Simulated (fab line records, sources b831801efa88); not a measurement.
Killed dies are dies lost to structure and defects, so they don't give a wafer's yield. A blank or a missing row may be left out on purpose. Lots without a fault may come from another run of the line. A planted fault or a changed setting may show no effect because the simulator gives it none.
fab line records | flow sky130
record lots=6 wafers=18 last_day=50
route steps=708 shown METAL1@441 PAD_OPEN@708
lots that met no fault: from a run of the same line without faults
start_h: hours from the record's first day to the start of the lot's first wafer shown | wait_h: hours since the lot's step before | " the same as in the row above | L1.1+2: a row that stands for several wafers | - no value, or no start given | * or withheld: withheld | < > ~ a bound
route shown NAME@n: a module of which the file shows steps, and the number in the route of the first | usual: mean/standard deviation of fault-free wafers | same: alike in all rows | chamber/n: place in a boat | sites: the reading at each site | _std_site: their standard deviation | _edge_site: outer sites' mean less inner sites' | radius_mm: how far each site lies from the wafer's centre | mask NAME#n: copy n | behind: the tool/chamber that last shaped the wafer | hold: why the lot was held/for how many hours/how that ended | device: the transistor (n, p or np) that didn't switch | end of line: the same wafers' tests at the end of the route | a step without rows: its recipe alone | killed: dies lost to structure and defects at the first sort, not the wafer's yield | map: a wafer's dies, x killed, . not, _ none there
set.NAME: the setting as run; set.NAME@STEP: as run at that earlier step | model.NAME: the simulator's own value behind a step, which no gauge read
lots at some steps of the route; a table a step, a row a wafer
services: from which hour (start_h, from the record's first day; less than 0 if before it) a tool's chamber was out of use, for how many hours, and why
## steps
# step SKY_METAL1_DEHYDRATE_07
# recipe temp_c=200 time_s=60
# step SKY_METAL1_HMDS_08
# recipe prime_time_s=60 prime_temp_c=120
# step SKY_METAL1_COAT_09
# recipe resist=BARC temp_c=withheld time_s=withheld spin_rpm=3000 resist_thk_nm=60
# step SKY_METAL1_COAT_10
# recipe resist=KrF-thick spin_rpm=3000 resist_thk_nm=450
# step SKY_METAL1_SOFTBAKE_11
# recipe temp_c=100 time_s=90 resist=KrF-thick
# step SKY_METAL1_EXPOSE_12
# recipe mask_id=MM1 na=0.8 source_shape=annular sigma_inner=0.55 sigma_outer=0.85 target_cd_nm=140 dose_mj=28
# step SKY_METAL1_PEB_13
# recipe peb_temp_c=withheld peb_time_s=withheld resist=KrF-thick
# step SKY_METAL1_DEVELOP_14
# recipe develop_time_s=60 resist=KrF-thick dev_temp_c=21
# step SKY_METAL1_CD_MEAS_15
# recipe target_cd_nm=140
# usual cd_nm=139.8/1.9
# columns lot.wafer tool chamber start_h wait_h cd_nm
L450.2 cd_sem-01 - 840.45 - 138.4
L450.3 " - " " 140.8
L450.6 " - " " 140.5
L452.2 cd_sem-01 - 847.30 - 141.3
L452.4 " - " " 139.6
L452.5 " - " " 139.1
L454.1 cd_sem-02 - 867.06 - 139.1
L454.2 " - " " 137.6
L454.3 " - " " 138.1
L459.1 cd_sem-01 - 900.41 - 141.2
L459.2 " - " " 141.2
L459.4 " - " " 143.5
L462.1 cd_sem-01 - 926.23 - 143.9
L462.3 " - " " 144.3
L462.5 " - " " 142.2
L464.3 cd_sem-02 - 934.37 - 140.3
L464.5 " - " " 137.6
L464.6 " - " " 139.6
# step SKY_METAL1_OVL_MEAS_16
# usual METAL1_OVL=4/5.6
# columns lot.wafer tool chamber start_h wait_h METAL1_OVL[nm]
L450.2 overlay-02 - 840.56 0.1 6
L450.3 " - " " 9
L450.6 " - " " 9
L452.2 overlay-02 - 847.41 0.1 -3
L452.4 " - " " -3
L452.5 " - " " -9
L454.1 overlay-01 - 867.18 0.1 8
L454.2 " - " " 10
L454.3 " - " " 14
L459.1 overlay-02 - 900.53 0.1 0
L459.2 " - " " 5
L459.4 " - " " -1
L462.1 overlay-01 - 926.35 0.1 4
L462.3 " - " " 4
L462.5 " - " " 3
L464.3 overlay-02 - 934.46 0.1 2
L464.5 " - " " 3
L464.6 " - " " 6
# step SKY_METAL1_DESCUM_17
# recipe chemistry=O2 source_power_w=150 bias_power_w=0 pressure_mtorr=10 temp_c=40 time_s=8
# usual drypump_motor_current_A=5.5/0.54 oes_product_au=1.000/0.0096 rf_fwd_power_W=147.3/0.74
# same bias_power_w=0
# columns lot.wafer tool chamber start_h wait_h drypump_motor_current_A oes_product_au rf_fwd_power_W rf_hours_counter_h
L450.2 rie_metal-04 1 840.59 0.0 5.0 0.993 147.6 2
L450.3 " 0 " " 6.1 1.001 148.3 -
L450.6 " 0 " " 6.1 1.001 148.0 -
L452.2 rie_metal-04 1 847.44 0.0 5.1 0.997 146.4 3
L452.4 " 1 " " 5.0 0.993 146.9 -
L452.5 " 1 " " 5.1 0.996 146.0 -
L454.1 rie_metal-04 1 867.22 0.0 5.0 0.994 145.8 3
L454.2 " 0 " " 6.1 1.003 148.4 9
L454.3 " 1 " " 5.0 0.992 146.1 -
L459.1 rie_metal-02 1 900.57 0.0 4.7 0.984 147.6 8
L459.2 " 0 " " 6.0 1.011 146.5 2
L459.4 " 1 " " 4.7 0.993 147.1 -
L462.1 rie_metal-02 0 926.39 0.0 6.0 0.997 147.7 3
L462.3 " 1 " " 4.7 0.975 146.5 -
L462.5 " 1 " " 4.7 0.987 145.8 -
L464.3 rie_metal-02 1 934.50 0.0 4.7 0.990 147.0 -
L464.5 " 0 " " 6.0 0.990 147.5 -
L464.6 " 1 " " 4.7 0.996 147.1 -
# step SKY_METAL1_ETCH_18
# recipe chemistry=N2/H2 target=BARC ion_energy_ev=200 bias_w=100 pressure_mtorr=30 n2_flow_sccm=100 h2_flow_sccm=200 icp_w=500 stop_on=SiO2 time_s=44.24 target_depth_a=600
# usual drypump_motor_current_A=5.5/0.55 oes_product_au=0.873/0.0045 rf_fwd_power_W=494.9/2.1 throttle_valve_pct=13.226/0.0099
# columns lot.wafer tool chamber start_h wait_h drypump_motor_current_A oes_product_au rf_fwd_power_W rf_hours_counter_h throttle_valve_pct
L450.2 rie_metal-04 1 840.62 0.0 5.0 0.875 495.7 2 13.232
L450.3 " 0 " " 6.1 0.869 496.3 - 13.229
L450.6 " 0 " " 6.1 0.872 498.7 - 13.213
L452.2 rie_metal-04 1 847.47 0.0 5.0 0.870 493.4 3 13.239
L452.4 " 1 " " 5.1 0.869 492.1 - 13.216
L452.5 " 1 " " 5.0 0.871 491.6 - 13.236
L454.1 rie_metal-04 1 867.26 0.0 5.0 0.870 493.5 3 13.245
L454.2 " 0 " " 6.1 0.870 497.8 9 13.219
L454.3 " 1 " " 5.0 0.870 494.1 - 13.218
L459.1 rie_metal-02 1 900.60 0.0 4.7 0.881 491.5 8 13.227
L459.2 " 0 " " 6.0 0.878 494.2 2 13.205
L459.4 " 1 " " 4.7 0.880 491.8 - 13.226
L462.1 rie_metal-02 0 926.42 0.0 6.0 0.884 497.2 3 13.241
L462.3 " 1 " " 4.7 0.873 494.2 - 13.225
L462.5 " 1 " " 4.7 0.878 492.9 - 13.240
L464.3 rie_metal-02 1 934.54 0.0 4.7 0.875 495.9 - 13.232
L464.5 " 0 " " 6.0 0.873 493.7 - 13.218
L464.6 " 1 " " 4.7 0.876 495.9 - 13.217
# step SKY_METAL1_METAL_ETCH_19
# recipe target_depth_a=3600 stop_on=SiO2 over_etch_frac=0.3 time_s=78 chemistry=Cl2/BCl3 resist_sidewall_deg=88 pressure_mtorr=10 icp_w=900 bias_w=48.5 Cl2_flow_sccm=60 bcl3_flow_sccm=30
# usual drypump_motor_current_A=5.5/0.55 oes_product_au=0.856/0.006 over_etch_frac=0.3/0 rf_fwd_power_W=894.1/3 throttle_valve_pct=22.264/0.0096
# columns lot.wafer tool chamber start_h wait_h drypump_motor_current_A oes_product_au over_etch_frac rf_fwd_power_W rf_hours_counter_h throttle_valve_pct model.KrF-thick_of_METAL1_COAT_10.thk_nm model.METAL1.cd_nm
L450.2 rie_metal-04 1 840.68 0.0 5.0 0.851 0.3 894.7 3 22.274 162.7 137.5
L450.3 " 0 " " 6.1 0.867 0.3 891.4 - 22.265 157.7 143.2
L450.6 " 0 " " 6.1 0.848 0.3 893.4 - 22.272 158.8 144.1
L452.2 rie_metal-04 1 847.53 0.0 5.0 0.787 0.53121 897.6 3 22.271 122.1 134.5
L452.4 " 1 " " 5.0 0.795 0.53121 892.8 - 22.256 117.9 132.5
L452.5 " 1 " " 5.0 0.789 0.53121 898.3 - 22.265 119.3 131.4
L454.1 rie_metal-04 1 867.34 0.1 5.1 0.792 0.53121 893.1 3 22.272 118.8 131.5
L454.2 " 0 " " 6.1 0.860 0.3 894.1 9 22.263 157.3 140.5
L454.3 " 1 " " 5.0 0.782 0.53121 889.9 - 22.275 119.2 130.7
L459.1 rie_metal-02 1 900.66 0.0 4.7 0.857 0.3 892.7 8 22.265 167.4 141.2
L459.2 " 0 " " 6.0 0.861 0.3 898.4 2 22.268 158 143.2
L459.4 " 1 " " 4.7 0.862 0.3 895.8 - 22.260 164.6 142.5
L462.1 rie_metal-02 0 926.48 0.0 6.0 0.857 0.3 891.5 3 22.270 161.2 145.8
L462.3 " 1 " " 4.7 0.864 0.3 898.4 - 22.259 163.6 143.7
L462.5 " 1 " " 4.7 0.856 0.3 893.5 - 22.268 168 140.4
L464.3 rie_metal-02 1 934.61 0.1 4.7 0.860 0.3 890.2 - 22.269 163.2 137.7
L464.5 " 0 " " 6.0 0.856 0.3 896.8 - 22.262 160 139
L464.6 " 1 " " 4.7 0.862 0.3 892.9 - 22.265 163.2 139.1
# step SKY_METAL1_STRIP_20
# recipe chemistry=O2/N2 power_w=1400 pressure_mtorr=1500 platen_temp_c=withheld o2_flow_sccm=3000 n2_flow_sccm=300 overash_fraction=0.5
# usual drypump_motor_current_A=5.8/0.49 oes_product_au=0.343/0.0045 strip_time_to_endpoint_s=2.71/0.047
# same overash_fraction=0.5
# columns lot.wafer tool chamber start_h wait_h drypump_motor_current_A oes_product_au rf_hours_counter_h strip_time_to_endpoint_s
L450.2 plasma_asher-02 0 840.77 0.1 6.0 0.347 10 2.74
L450.3 " 0 " " 6.0 0.342 - 2.68
L450.6 " 1 " " 6.5 0.346 - 2.70
L452.2 plasma_asher-03 1 847.62 0.1 5.5 0.324 74 2.30
L452.4 " 0 " " 5.4 0.322 - 2.23
L452.5 " 1 " " 5.5 0.329 - 2.24
L454.1 plasma_asher-02 1 867.46 0.1 6.5 0.320 13 2.27
L454.2 " 0 " " 6.0 0.348 13 2.67
L454.3 " 1 " " 6.5 0.329 - 2.26
L459.1 plasma_asher-03 1 900.75 0.1 5.5 0.341 79 2.80
L459.2 " 0 " " 5.3 0.343 79 2.67
L459.4 " 0 " " 5.3 0.349 - 2.75
L462.1 plasma_asher-03 0 926.57 0.1 5.3 0.347 81 2.73
L462.3 " 0 " " 5.3 0.352 - 2.75
L462.5 " 0 " " 5.3 0.342 - 2.81
L464.3 plasma_asher-03 0 934.71 0.1 5.3 0.343 - 2.73
L464.5 " 1 " " 5.5 0.348 - 2.71
L464.6 " 0 " " 5.3 0.347 - 2.75
# step SKY_METAL1_STRIP_21
# recipe chemistry=post_etch_residue_remover time_s=1200 temp_c=72.5
# step SKY_PAD_OPEN_PROBE_99
# usual defect_limited_yield=82.4/1.8 killed_at_M0_to_M3=44/6.3 killed_at_M4_up=3.1/1.8 killed_at_contacts=25/5.1 killed_at_front_end=15/4.1 killed_at_other=0.3/0.71 killed_dies=87/8.8 killed_open=47/6.8 killed_short=40/6.7 sort_bin_3_pad_short=0.9/0.39 sort_bin_5_function=10.4/1.5 sort_bin_6_memory=6.4/1.1 sort_n_pass=405/8.8 sort_yield_pct=82.4/1.8
# same gross_dies=492 killed_at_back_side=0 sort_bin_4_leakage[%]=0 sort_bin_8_speed[%]=0
# columns lot.wafer tool chamber start_h wait_h defect_limited_yield[%] killed_at_M0_to_M3 killed_at_M4_up killed_at_contacts killed_at_front_end killed_at_other killed_dies killed_open killed_short sort_bin_3_pad_short[%] sort_bin_5_function[%] sort_bin_6_memory[%] sort_n_pass sort_yield_pct[%]
L450.2 prober-01 - 1136.70 0.1 81.3 46 2 23 21 0 92 51 41 1.2 11.2 6.3 400 81.3
L450.3 prober-01 - 1136.75 0.2 82.1 40 3 21 24 0 88 37 51 0.4 11.2 6.3 404 82.1
L450.6 prober-01 - 1136.90 0.2 79.3 49 8 30 15 0 102 53 49 0.8 12.0 7.9 390 79.3
L452.2 prober-02 - 1139.81 0.1 77.4 56 2 30 23 0 111 59 52 1.0 14.0 7.5 381 77.4
L452.4 prober-02 - 1139.91 0.2 80.5 48 2 23 20 3 96 58 35 0.8 13.6 5.1 396 80.5
L452.5 prober-02 - 1139.96 0.2 83.9 43 2 24 9 1 79 41 37 0.6 8.7 6.7 413 83.9
L454.1 prober-02 - 1154.85 0.1 80.7 51 3 25 16 0 95 47 48 1.0 12.6 5.7 397 80.7
L454.2 prober-02 - 1154.90 0.1 81.7 46 3 26 15 0 90 56 34 1.0 12.0 5.3 402 81.7
L454.3 prober-02 - 1154.95 0.2 82.1 49 2 20 17 0 88 44 44 1.4 9.6 6.9 404 82.1
L459.1 prober-01 - 1179.13 0.1 83.7 37 5 19 19 0 80 46 34 0.6 9.6 6.1 412 83.7
L459.2 prober-01 - 1179.18 0.1 80.1 50 2 30 16 0 98 51 47 1.2 12.8 5.9 394 80.1
L459.4 prober-01 - 1179.28 0.2 82.3 44 3 24 16 0 87 48 39 1.2 9.6 6.9 405 82.3
L462.1 prober-02 - 1194.44 0.1 82.9 41 2 26 14 1 84 47 37 0.6 8.9 7.5 408 82.9
L462.3 prober-02 - 1194.54 0.2 82.5 41 2 29 14 0 86 52 34 0.8 11.8 4.9 406 82.5
L462.5 prober-02 - 1194.64 0.2 81.9 47 6 20 15 1 89 48 38 1.0 12.0 5.1 403 81.9
L464.3 prober-02 - 1201.63 0.2 82.9 44 2 24 14 0 84 45 39 0.8 10.2 6.1 408 82.9
L464.5 prober-02 - 1201.73 0.2 81.3 46 1 25 18 2 92 58 34 0.2 11.8 6.7 400 81.3
L464.6 prober-02 - 1201.78 0.2 82.1 48 5 22 13 0 88 52 36 0.4 11.6 5.9 404 82.1
# killed by level:class
L450.2 VIA2:geometric_particle:open=11 VIA1:geometric_particle:open=8 FIELD_ISO:geometric_particle:open=7 LI_CONTACT:geometric_particle:open=6 LOCAL_INTERCONNECT:geometric_particle:short=6 FIELD_ISO:geometric_particle:short=5 CONTACT:geometric_particle:open=5 METAL2:geometric_particle:short=5
L450.3 POLY_GATE:geometric_particle:short=8 METAL1:geometric_particle:short=8 VIA2:geometric_particle:open=8 LOCAL_INTERCONNECT:geometric_particle:short=6 CONTACT:geometric_particle:short=5 VIA1:geometric_particle:open=5 VIA1:geometric_particle:short=5 FIELD_ISO:geometric_particle:open=4
L450.6 CONTACT:geometric_particle:open=13 METAL2:geometric_particle:short=9 VIA1:geometric_particle:open=8 VIA2:geometric_particle:open=7 POLY_GATE:geometric_particle:open=6 LI_CONTACT:geometric_particle:open=6 CONTACT:geometric_particle:short=5 LOCAL_INTERCONNECT:geometric_particle:short=5
L452.2 VIA1:geometric_particle:open=14 FIELD_ISO:geometric_particle:short=8 CONTACT:geometric_particle:short=8 CONTACT:geometric_particle:open=8 VIA2:geometric_particle:open=8 VIA1:geometric_particle:short=8 LI_CONTACT:geometric_particle:open=7 VIA3:geometric_particle:open=7
L452.4 VIA1:geometric_particle:open=14 LOCAL_INTERCONNECT:geometric_particle:short=9 CONTACT:geometric_particle:open=9 VIA3:geometric_particle:open=9 VIA2:geometric_particle:open=6 FIELD_ISO:geometric_particle:open=5 POLY_GATE:geometric_particle:short=5 LI_CONTACT:geometric_particle:open=4
L452.5 METAL2:geometric_particle:short=9 VIA1:geometric_particle:open=7 METAL1:geometric_particle:short=6 LI_CONTACT:geometric_particle:open=6 CONTACT:geometric_particle:open=6 CONTACT:geometric_particle:short=5 VIA3:geometric_particle:open=5 POLY_GATE:geometric_particle:open=3
L454.1 VIA1:geometric_particle:open=15 VIA1:geometric_particle:short=10 LI_CONTACT:geometric_particle:open=9 POLY_GATE:geometric_particle:short=8 CONTACT:geometric_particle:open=7 METAL1:geometric_particle:short=6 VIA2:geometric_particle:open=6 FIELD_ISO:geometric_particle:short=4
L454.2 VIA1:geometric_particle:open=12 CONTACT:geometric_particle:open=11 LI_CONTACT:geometric_particle:open=9 METAL2:geometric_particle:short=9 VIA3:geometric_particle:open=9 METAL1:geometric_particle:short=6 FIELD_ISO:geometric_particle:open=5 LOCAL_INTERCONNECT:geometric_particle:short=5
L454.3 VIA1:geometric_particle:open=11 FIELD_ISO:geometric_particle:short=7 METAL2:geometric_particle:short=7 VIA2:geometric_particle:open=6 VIA3:geometric_particle:open=6 LI_CONTACT:geometric_particle:open=5 LI_CONTACT:geometric_particle:short=4 LOCAL_INTERCONNECT:geometric_particle:short=4
L459.1 VIA1:geometric_particle:open=12 CONTACT:geometric_particle:open=8 VIA1:geometric_particle:short=8 FIELD_ISO:geometric_particle:short=5 FIELD_ISO:geometric_particle:open=5 VIA3:geometric_particle:open=5 VIA2:geometric_particle:open=5 POLY_GATE:geometric_particle:open=4
L459.2 VIA1:geometric_particle:open=12 METAL1:geometric_particle:short=9 CONTACT:geometric_particle:open=8 FIELD_ISO:geometric_particle:open=7 VIA3:geometric_particle:open=7 CONTACT:geometric_particle:short=6 LI_CONTACT:geometric_particle:open=6 FIELD_ISO:geometric_particle:short=5
L459.4 VIA1:geometric_particle:open=9 LI_CONTACT:geometric_particle:open=8 CONTACT:geometric_particle:open=8 FIELD_ISO:geometric_particle:open=6 VIA2:geometric_particle:open=6 POLY_GATE:geometric_particle:short=5 METAL1:geometric_particle:short=5 VIA3:geometric_particle:open=5
L462.1 VIA1:geometric_particle:open=16 CONTACT:geometric_particle:open=15 VIA1:geometric_particle:short=6 FIELD_ISO:geometric_particle:short=5 POLY_GATE:geometric_particle:short=5 LOCAL_INTERCONNECT:geometric_particle:short=5 METAL2:geometric_particle:short=5 VIA3:geometric_particle:open=4
L462.3 LI_CONTACT:geometric_particle:open=11 CONTACT:geometric_particle:open=10 VIA1:geometric_particle:open=10 METAL1:geometric_particle:short=8 VIA2:geometric_particle:open=8 FIELD_ISO:geometric_particle:short=5 VIA1:geometric_particle:short=5 POLY_GATE:geometric_particle:open=4
L462.5 VIA1:geometric_particle:open=14 LI_CONTACT:geometric_particle:open=8 CONTACT:geometric_particle:open=7 METAL1:geometric_particle:short=7 VIA2:geometric_particle:open=5 VIA2:geometric_particle:short=5 VIA3:geometric_particle:open=5 FIELD_ISO:geometric_particle:open=4
L464.3 VIA1:geometric_particle:open=11 CONTACT:geometric_particle:open=8 CONTACT:geometric_particle:short=6 VIA3:geometric_particle:open=6 VIA3:geometric_particle:short=5 METAL1:geometric_particle:short=5 LI_CONTACT:geometric_particle:open=4 VIA1:geometric_particle:short=4
L464.5 VIA1:geometric_particle:open=15 CONTACT:geometric_particle:open=10 LI_CONTACT:geometric_particle:open=9 FIELD_ISO:geometric_particle:open=6 FIELD_ISO:geometric_particle:short=5 VIA2:geometric_particle:open=5 VIA3:geometric_particle:open=5 CONTACT:geometric_particle:short=4
L464.6 VIA1:geometric_particle:open=15 VIA2:geometric_particle:open=7 CONTACT:geometric_particle:open=7 VIA3:geometric_particle:open=7 CONTACT:geometric_particle:short=6 POLY_GATE:geometric_particle:short=5 LI_CONTACT:geometric_particle:open=5 VIA1:geometric_particle:short=5
## services
# columns tool chamber start_h hours kind
plasma_asher-03 - 817.15 2.2 repair
rie_metal-02 0 824.29 - clean
rie_metal-02 0 824.29 25.0 scheduled_down
rie_metal-02 0 824.29 25.0 vent_cycle
rie_metal-04 0 836.80 2.4 repair
rie_metal-04 - 857.12 2.8 pm
plasma_asher-02 - 888.71 0.5 repair
rie_metal-04 1 899.53 11.4 repair
plasma_asher-03 - 926.67 0.9 repair
## key
first_sign step=SKY_METAL1_METAL_ETCH_19 reading=over_etch_frac direction=up sigmas=99+ usual=0.3 struck=0.53121
effect step=SKY_METAL1_METAL_ETCH_19 reading=oes_product_au direction=down sigmas=11 usual=0.856 struck=0.789
effect step=SKY_METAL1_STRIP_20 reading=strip_time_to_endpoint_s direction=down sigmas=9.5 usual=* struck=*
model_effect step=SKY_METAL1_METAL_ETCH_19 value=KrF-thick_of_METAL1_COAT_10.thk_nm without=161.1 struck=119.5
met_at SKY_METAL1_METAL_ETCH_19
struck_wafers L452.2,L452.4,L452.5,L454.1,L454.3
onset_between 840.68 847.53
fault kind=process_parameter_drift tool=rie_metal-04 chamber=1 onset_h=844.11 steps=SKY_METAL1_METAL_ETCH_19 channel=over_etch_frac offset=0.23121 shape=step end_h=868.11 acts_in=these_recipes_only stated=0.3
